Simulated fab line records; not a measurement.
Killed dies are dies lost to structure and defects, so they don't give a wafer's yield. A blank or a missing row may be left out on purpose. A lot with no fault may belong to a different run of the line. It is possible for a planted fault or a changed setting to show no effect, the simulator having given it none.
fab line records	flow sky130
record lots=14	wafers=42	last_day=50
route steps=708 shown FIELD_ISO@5 NWELL@71 LOCAL_INTERCONNECT@398
lots that met no fault: taken from a fault-free run of the same line
start_h: start of the lot's first displayed wafer, in hours after the record's first day	wait_h: hours since the lot's step before	" identical to the entry in the row above	L1.1+2: a single row standing in for several wafers	- no value, or no start was given	* or withheld: withheld	< > ~ a bound
route shown NAME@n: names a module that has steps shown in the file, with the first one's number in the route	usual: average and standard deviation across the fault-free wafers	same: alike in all rows	chamber/n: place in a boat	sites: per-site readings	_std_site: standard deviation across them	_edge_site: mean of outer sites minus mean of inner sites	radius_mm: for every site, how far away it sits from the centre of the wafer	mask NAME#n: copy n	behind: the last tool/chamber to shape the wafer	hold: what put the lot on hold/how long, in hours/how the hold closed	device: transistor that didn't switch, given as n, p or np	end of line: tests of these same wafers at the route's end	where a step has no rows: the recipe by itself	killed: not the wafer's yield, but the dies lost to structure and defects at the first sort	map: per-die view of a wafer (x killed, . not killed, _ where there is no die)
set.NAME: the setting as run; set.NAME@STEP: as run at that earlier step	model.NAME: the simulator's own value behind a step, which no gauge read
a sample of lots followed through the steps of the route, with each step as a table and each wafer as a row
services: the hour from which a tool's chamber was out of use, counted from the record's first day as start_h (under 0 if before that day), plus the number of hours and why
## steps
# step SKY_FIELD_ISO_THK_MEAS_04
# recipe reads=Si3N4_of_FIELD_ISO_CVD_03
# usual FIELD_ISO_CVD_03_THK=164.8/1.3
lot.wafer	tool	chamber	start_h	wait_h	FIELD_ISO_CVD_03_THK[nm]
L621.2	film_metro-03	-	24.72	0.0	164.4
L621.4	"	-	"	"	165.5
L621.6	"	-	"	"	165.1
L624.1	film_metro-03	-	38.48	0.0	163.3
L624.2	"	-	"	"	162.4
L624.6	"	-	"	"	163.1
L625.1	film_metro-03	-	44.04	0.0	166.3
L625.2	"	-	"	"	164.7
L625.5	"	-	"	"	167.2
L626.1	film_metro-02	-	49.39	0.0	164.8
L626.2	"	-	"	"	164.8
L626.5	"	-	"	"	164.5
L627.1	film_metro-03	-	53.83	0.0	164.7
L627.2	"	-	"	"	163.8
L627.6	"	-	"	"	164.8
L628.2	film_metro-03	-	59.31	0.0	164.8
L628.3	"	-	"	"	165.8
L628.5	"	-	"	"	164.8
L629.1	film_metro-04	-	67.82	0.0	164.5
L629.4	"	-	"	"	164.4
L629.6	"	-	"	"	164.3
L631.1	film_metro-03	-	77.56	0.0	166.5
L631.3	"	-	"	"	165.5
L631.4	"	-	"	"	164.7
L633.1	film_metro-03	-	84.59	0.0	164.0
L633.4	"	-	"	"	163.3
L633.5	"	-	"	"	163.6
L634.2	film_metro-03	-	88.84	0.0	163.6
L634.3	"	-	"	"	164.1
L634.5	"	-	"	"	162.8
L635.1	film_metro-02	-	94.23	0.0	164.2
L635.2	"	-	"	"	165.5
L635.3	"	-	"	"	164.1
L636.1	film_metro-04	-	99.24	0.0	165.6
L636.5	"	-	"	"	165.8
L636.6	"	-	"	"	166.5
L638.1	film_metro-04	-	109.61	0.0	166.7
L638.3	"	-	"	"	166.2
L638.6	"	-	"	"	165.8
L642.2	film_metro-04	-	128.50	0.0	167.0
L642.4	"	-	"	"	167.4
L642.6	"	-	"	"	167.2
# step SKY_NWELL_COAT_18
# recipe spin_rpm=2000	resist_thk_nm=3000
lot.wafer	tool	chamber	start_h	wait_h
L621.2+4+6	litho_track-02	0	106.30	0.1
L624.1+2+6	litho_track-02	0	126.97	0.1
L625.1+2+5	litho_track-02	0	132.12	0.1
L626.1+2+5	litho_track-01	0	138.05	0.1
L627.1+2+6	litho_track-01	0	139.60	0.1
L628.2+3+5	litho_track-01	0	145.62	0.1
L629.1+4+6	litho_track-02	0	154.07	0.1
L631.1+3+4	litho_track-04	0	168.45	0.1
L634.2+3+5	litho_track-01	0	180.47	0.1
L633.1+4+5	litho_track-01	0	181.70	0.1
L635.1+2+3	litho_track-01	0	188.50	0.1
L636.1+5+6	litho_track-04	0	193.75	0.1
L638.1+3+6	litho_track-02	0	208.02	0.1
L642.2+4+6	litho_track-02	0	231.60	0.1
# step SKY_NWELL_STRIP_25
# recipe chemistry=O2/N2	power_w=1400	pressure_mtorr=1500	platen_temp_c=withheld	o2_flow_sccm=3000	n2_flow_sccm=300	overash_fraction=0.5
# usual drypump_motor_current_A=5.9/0.55	oes_product_au=0.722/0.0047	strip_time_to_endpoint_s=36.90/0.14
lot.wafer	tool	chamber	start_h	wait_h	drypump_motor_current_A	oes_product_au	rf_hours_counter_h	strip_time_to_endpoint_s
L621.2	plasma_asher-01	1	115.31	0.1	6.1	0.716	33	36.64
L621.4	"	0	"	"	6.6	0.716	-	36.79
L621.6	"	0	"	"	6.6	0.720	-	36.73
L624.1	plasma_asher-01	1	137.13	0.1	6.1	0.717	35	36.81
L624.2	"	0	"	"	6.6	0.721	35	36.76
L624.6	"	1	"	"	6.1	0.725	-	36.62
L625.1	plasma_asher-01	0	141.79	0.1	6.6	0.712	35	36.81
L625.2	"	1	"	"	6.1	0.722	35	36.86
L625.5	"	0	"	"	6.6	0.727	-	36.70
L626.1	plasma_asher-01	0	148.26	0.1	6.6	0.727	36	36.98
L626.2	"	1	"	"	6.1	0.720	36	37.00
L626.5	"	1	"	"	6.1	0.719	-	36.96
L627.1	plasma_asher-03	0	149.44	0.1	4.9	0.721	45	36.88
L627.2	"	1	"	"	5.7	0.725	45	37.03
L627.6	"	1	"	"	5.7	0.717	-	36.87
L628.2	plasma_asher-01	0	155.83	0.1	6.6	0.728	37	37.08
L628.3	"	1	"	"	6.1	0.719	-	37.06
L628.5	"	1	"	"	6.1	0.720	-	37.13
L629.1	plasma_asher-01	0	164.03	0.1	6.6	0.728	38	36.85
L629.4	"	1	"	"	6.1	0.724	-	36.93
L629.6	"	0	"	"	6.5	0.724	-	36.83
L631.1	plasma_asher-04	0	179.72	0.1	5.4	0.718	6	36.89
L631.3	"	1	"	"	5.8	0.730	-	36.96
L631.4	"	0	"	"	5.4	0.718	-	36.89
L634.2	plasma_asher-01	0	191.41	0.1	6.6	0.731	40	37.09
L634.3	"	1	"	"	6.0	0.725	-	37.16
L634.5	"	0	"	"	6.5	0.726	-	37.07
L633.1	plasma_asher-01	0	192.58	0.1	6.6	0.719	40	20.70
L633.4	"	0	"	"	6.6	0.702	-	20.73
L633.5	"	1	"	"	6.1	0.703	-	20.70
L635.1	plasma_asher-04	0	199.99	0.1	5.4	0.706	8	20.77
L635.2	"	1	"	"	5.8	0.718	8	20.82
L635.3	"	0	"	"	5.4	0.710	-	20.75
L636.1	plasma_asher-01	1	204.99	0.1	6.1	0.720	41	36.90
L636.5	"	0	"	"	6.6	0.726	-	36.78
L636.6	"	1	"	"	6.1	0.727	-	36.82
L638.1	plasma_asher-04	0	219.33	0.1	5.4	0.724	10	36.67
L638.3	"	0	"	"	5.4	0.728	-	36.78
L638.6	"	1	"	"	5.8	0.722	-	36.64
L642.2	plasma_asher-01	0	243.61	0.1	6.6	0.727	45	36.98
L642.4	"	0	"	"	6.6	0.717	-	36.89
L642.6	"	1	"	"	6.1	0.725	-	36.93
# step SKY_NWELL_RTA_28
# recipe temp_c=1050	time_s=30	idle_temp_c=650	ramp_up_c_per_s=150	ramp_down_c_per_s=90	ambient=N2
# usual lamp_power_pct=25.31/0.056	wafer_temp_C_max=1054.9/0.93
lot.wafer	tool	chamber	start_h	wait_h	lamp_power_pct	wafer_temp_C_max
L621.2	rtp_anneal-02	0	115.54	0.0	25.27	1055.7
L621.4	"	0	"	"	25.37	1056.6
L621.6	"	0	"	"	25.37	1055.0
L624.1	rtp_anneal-01	0	137.34	0.0	25.26	1053.5
L624.2	"	0	"	"	25.28	1054.2
L624.6	"	0	"	"	25.26	1055.3
L625.1	rtp_anneal-02	0	142.00	0.0	25.29	1055.8
L625.2	"	0	"	"	25.35	1054.7
L625.5	"	0	"	"	25.33	1053.9
L626.1	rtp_anneal-01	0	148.47	0.0	25.27	1054.1
L626.2	"	0	"	"	25.31	1054.1
L626.5	"	0	"	"	25.37	1055.5
L627.1	rtp_anneal-01	0	149.65	0.0	25.17	1057.2
L627.2	"	0	"	"	25.31	1055.1
L627.6	"	0	"	"	25.20	1055.0
L628.2	rtp_anneal-02	0	156.06	0.0	25.29	1056.2
L628.3	"	0	"	"	25.28	1054.4
L628.5	"	0	"	"	25.33	1054.4
L629.1	rtp_anneal-01	0	164.26	0.0	25.21	1053.6
L629.4	"	0	"	"	25.37	1055.4
L629.6	"	0	"	"	25.34	1054.2
L631.1	rtp_anneal-01	0	179.94	0.0	25.31	1053.9
L631.3	"	0	"	"	25.35	1054.1
L631.4	"	0	"	"	25.38	1055.0
L634.2	rtp_anneal-01	0	191.64	0.0	25.27	1055.2
L634.3	"	0	"	"	25.26	1054.7
L634.5	"	0	"	"	25.30	1056.0
L633.1	rtp_anneal-02	0	192.79	0.0	25.28	1053.7
L633.4	"	0	"	"	25.21	1055.4
L633.5	"	0	"	"	25.17	1053.6
L635.1	rtp_anneal-01	0	200.20	0.0	25.23	1055.5
L635.2	"	0	"	"	25.19	1054.3
L635.3	"	0	"	"	25.26	1054.2
L636.1	rtp_anneal-02	0	205.20	0.0	25.31	1053.2
L636.5	"	0	"	"	25.41	1055.8
L636.6	"	0	"	"	25.42	1056.2
L638.1	rtp_anneal-02	0	219.54	0.0	25.35	1054.2
L638.3	"	0	"	"	25.21	1053.2
L638.6	"	0	"	"	25.34	1054.6
L642.2	rtp_anneal-02	0	243.84	0.0	25.40	1055.1
L642.4	"	0	"	"	25.26	1054.5
L642.6	"	0	"	"	25.25	1054.0
# step SKY_LOCAL_INTERCONNECT_CD_MEAS_11
# recipe target_cd_nm=170
# usual cd_nm=170.3/1.6
lot.wafer	tool	chamber	start_h	wait_h	cd_nm
L621.2	cd_sem-02	-	720.84	-	169.6
L621.4	"	-	"	"	171.2
L621.6	"	-	"	"	171.4
L624.1	cd_sem-01	-	754.74	-	169.5
L624.2	"	-	"	"	170.4
L624.6	"	-	"	"	170.9
L625.1	cd_sem-02	-	756.94	-	172.4
L625.2	"	-	"	"	171.1
L625.5	"	-	"	"	171.8
L626.1	cd_sem-02	-	769.34	-	170.1
L626.2	"	-	"	"	171.3
L626.5	"	-	"	"	170.7
L627.1	cd_sem-02	-	775.04	-	172.1
L627.2	"	-	"	"	171.1
L627.6	"	-	"	"	172.9
L628.2	cd_sem-01	-	780.06	-	171.4
L628.3	"	-	"	"	172.1
L628.5	"	-	"	"	171.2
L629.1	cd_sem-01	-	786.27	-	171.6
L629.4	"	-	"	"	172.7
L629.6	"	-	"	"	172.5
L631.1	cd_sem-02	-	803.24	-	171.2
L631.3	"	-	"	"	171.6
L631.4	"	-	"	"	171.3
L634.2	cd_sem-01	-	816.46	-	168.8
L634.3	"	-	"	"	170.5
L634.5	"	-	"	"	168.9
L633.1	cd_sem-01	-	819.72	-	169.3
L633.4	"	-	"	"	170.4
L633.5	"	-	"	"	170.7
L635.1	cd_sem-02	-	831.29	-	171.0
L635.2	"	-	"	"	171.6
L635.3	"	-	"	"	171.4
L636.1	cd_sem-01	-	840.29	-	168.2
L636.5	"	-	"	"	169.4
L636.6	"	-	"	"	170.5
L638.1	cd_sem-02	-	855.29	-	172.2
L638.3	"	-	"	"	172.9
L638.6	"	-	"	"	172.8
L642.2	cd_sem-02	-	883.56	-	168.3
L642.4	"	-	"	"	169.3
L642.6	"	-	"	"	169.2
## services
tool	chamber	start_h	hours	kind
plasma_asher-04	-	108.79	9.0	pm
plasma_asher-04	0	108.79	9.0	vent_cycle
plasma_asher-04	1	108.79	9.0	vent_cycle
plasma_asher-04	0	117.79	-	clean
plasma_asher-04	1	117.79	-	clean
rtp_anneal-02	-	151.81	3.8	pm
rtp_anneal-01	-	157.18	3.4	pm
plasma_asher-01	-	188.90	2.5	repair
litho_track-02	-	214.08	-	consumable_replace:filter
## key
first_sign step=SKY_NWELL_STRIP_25	reading=strip_time_to_endpoint_s	direction=down	sigmas=99+	usual=*	struck=*
effect none on later readings
met_at SKY_NWELL_COAT_18
struck_lots L633,L635
sort_left_out L633.1,L633.4,L633.5,L635.1,L635.2,L635.3
tester_left_out L633,L635
not_acting_at SKY_FIELD_ISO_THK_MEAS_04,SKY_NWELL_RTA_28,SKY_LOCAL_INTERCONNECT_CD_MEAS_11
onset_between 180.47 181.70
fault kind=process_parameter_drift	tool=litho_track-01	chamber=-	onset_h=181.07	steps=SKY_NWELL_COAT_18	channel=resist_thk_nm	offset=-1398.4	shape=step	end_h=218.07	acts_in=these_recipes_only	stated=3000
# tester_left_out: of these lots the tester's yield and bins aren't shown, on N5 and GAA mostly nor the transistor test; their killed dies are dies lost to structure and defects alone, not to doping, threshold or leakage, so they don't give the yield
# sort_left_out: the simulated sort isn't trusted on such a fault, so these wafers' sort isn't shown, and their yield isn't known
